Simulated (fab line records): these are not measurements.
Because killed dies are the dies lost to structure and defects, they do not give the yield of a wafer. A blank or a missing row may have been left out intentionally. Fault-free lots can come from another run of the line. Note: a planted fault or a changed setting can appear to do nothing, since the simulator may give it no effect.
Which tool was responsible? ; flow gf180mcu ; Sampling: 14 lots, 42 wafers, 4 of 602 route steps

## WHAT THE GAUGES SHOWED, per wafer
GF_CONTACT_CD_MEAS_14: target cd 220 nm.
lot;measured;on;cd-nm (nm)
L957;day 16 01:25;cd-sem-02;221.7 222.2 221.7
L958;day 16 14:50;cd-sem-02;220.0 221.6 219.8
L959;day 16 19:19;cd-sem-02;219.0 219.3 219.0
L960;day 17 06:51;cd-sem-02;218.6 217.9 220.9
L961;day 17 22:40;cd-sem-02;222.5 219.6 221.2
L963;day 18 13:11;cd-sem-02;219.8 219.7 217.9
L964;day 18 18:23;cd-sem-02;218.2 219.6 218.9
L965;day 19 04:40;cd-sem-01;221.9 221.0 219.3
L966;day 19 07:11;cd-sem-01;218.5 219.7 220.4
L967;day 20 01:03;cd-sem-02;218.0 219.1 217.1
L968;day 20 16:15;cd-sem-01;220.3 219.4 220.4
L973;day 22 08:17;cd-sem-02;183.3 208.1 210.4 183.4 208.2 210.9
L974;day 22 12:41;cd-sem-02;199.9 199.2 186.8 199.9 199.4 187.0
L975;day 22 21:53;cd-sem-02;219.6 217.7 218.6

## EACH LOT AND THE TOOL THAT RAN IT (in order: tool; ch and the chambers of the sampled wafers; start)
lot;GF_SALICIDE_RTA_06;GF_CONTACT_CMP_04;GF_CONTACT_EXPOSE_11
L957;rtp-anneal-01 ch 0, day 15 02:31;cmp-01 ch 0,1,2, day 15 03:10;krf-scanner-02 ch 0, day 15 14:42
L958;rtp-anneal-02 ch 0, day 15 15:57;cmp-02 ch 0,2,3, day 15 16:29;krf-scanner-02 ch 0, day 16 03:51
L959;rtp-anneal-01 ch 0, day 15 20:34;cmp-01 ch 0,1,2, day 15 21:08;krf-scanner-01 ch 0, day 16 08:11
L960;rtp-anneal-01 ch 0, day 16 06:47;cmp-01 ch 0,3, day 16 07:17;krf-scanner-01 ch 0, day 16 19:27
L961;rtp-anneal-01 ch 0, day 16 22:07;cmp-01 ch 0,2,3, day 16 22:41;krf-scanner-02 ch 0, day 17 10:50
L963;rtp-anneal-02 ch 0, day 17 12:01;cmp-01 ch 1,2,3, day 17 12:39;krf-scanner-01 ch 0, day 18 01:31
L964;rtp-anneal-02 ch 0, day 17 18:41;cmp-02 ch 2,3, day 17 19:14;krf-scanner-02 ch 0, day 18 06:31
L965;rtp-anneal-01 ch 0, day 18 02:45;cmp-01 ch 0,1,3, day 18 03:23;krf-scanner-01 ch 0, day 18 16:00
L966;rtp-anneal-02 ch 0, day 18 06:49;cmp-01 ch 0,1,2, day 18 07:26;krf-scanner-01 ch 0, day 18 19:36
L967;rtp-anneal-01 ch 0, day 18 23:52;cmp-01 ch 0,1,2, day 19 00:28;krf-scanner-02 ch 0, day 19 12:43
L968;rtp-anneal-01 ch 0, day 19 14:31;cmp-02 ch 1,2, day 19 15:11;krf-scanner-02 ch 0, day 20 03:50
L973;rtp-anneal-01 ch 0, day 21 07:20;cmp-01 ch 0,3, day 21 07:53;krf-scanner-02 ch 0, day 21 20:40
L974;rtp-anneal-01 ch 0, day 21 12:30;cmp-01 ch 0,2, day 21 13:05;krf-scanner-02 ch 0, day 22 01:29
L975;rtp-anneal-02 ch 0, day 21 21:44;cmp-01 ch 0,1,2, day 21 22:20;krf-scanner-01 ch 0, day 22 10:28
- GF_SALICIDE_RTA_06: time 30 s.
- GF_CONTACT_CMP_04: polishes SiO2.
- GF_CONTACT_EXPOSE_11: exposes mask Contact, target cd 220 nm.

## WHAT THE TOOLS THEMSELVES READ (means of the sampled wafers that have a number; where no wafer has one, the mark that the record gives instead)
GF_SALICIDE_RTA_06.
lot;tool;lamp-power-pct (%);wafer_temp_C_max
L957;rtp-anneal-01;6.20;531.6
L958;rtp-anneal-02;5.62;533.3
L959;rtp-anneal-01;6.20;532.3
L960;rtp-anneal-01;6.20;532.6
L961;rtp-anneal-01;6.20;532.1
L963;rtp-anneal-02;5.61;533.0
L964;rtp-anneal-02;5.61;533.3
L965;rtp-anneal-01;6.20;532.3
L966;rtp-anneal-02;5.62;532.9
L967;rtp-anneal-01;6.19;531.6
L968;rtp-anneal-01;6.20;531.9
L973;rtp-anneal-01;6.19;532.2
L974;rtp-anneal-01;6.20;532.1
L975;rtp-anneal-02;5.61;533.0

GF_CONTACT_CMP_04.
lot;tool;motor-current-A (A);time-to-endpoint-s (s)
L957;cmp-01;12.1;115
L958;cmp-02;12.4;104
L959;cmp-01;12.3;117
L960;cmp-01;12.8;117
L961;cmp-01;11.8;117
L963;cmp-01;10.7;111
L964;cmp-02;12.5;115
L965;cmp-01;11.5;118
L966;cmp-01;11.8;107
L967;cmp-01;12.1;112
L968;cmp-02;13.4;120
L973;cmp-01;13.1;102
L974;cmp-01;13.4;112
L975;cmp-01;12.0;121

## THE ANSWER, worked out from the rows above alone
Rule: what is usual is taken from the lots themselves. Put in order of their means at a reading, lots are off if they are a third of the lots or fewer, leave a main group of 4 or more, and stand apart from it by a gap of 3 or more times the standard deviation of the main group's means; of several such gaps the widest counts. If all means in a main group match to the digits the tables above print for the reading, that group is not used. A lot without any number at a reading at which 4 lots or more have one is off too. All remaining lots with rows at the step are treated as sound. After the gauges, taken in route order, come the tools' own readings; for these a lot's mean is taken, as printed above. At the first step where some lot is off, the reading lying furthest off is the one used; lots without a number count as furthest.
Off, at GF_CONTACT_CD_MEAS_14 on cd-nm: L973, L974. For the main group the mean is 219.7 nm and the standard deviation 1.1.
A tool fits if, at a process step before that reading, it ran every lot that is off, and no sound lot after the first of them. Those tools and the gauges at GF_CONTACT_CD_MEAS_14 are tried in the same way. Undecided on this evidence; 2 tools fit (rtp-anneal-01 at GF_SALICIDE_RTA_06, krf-scanner-02 at GF_CONTACT_EXPOSE_11).

## WHAT THE SIMULATOR HAD INSERTED
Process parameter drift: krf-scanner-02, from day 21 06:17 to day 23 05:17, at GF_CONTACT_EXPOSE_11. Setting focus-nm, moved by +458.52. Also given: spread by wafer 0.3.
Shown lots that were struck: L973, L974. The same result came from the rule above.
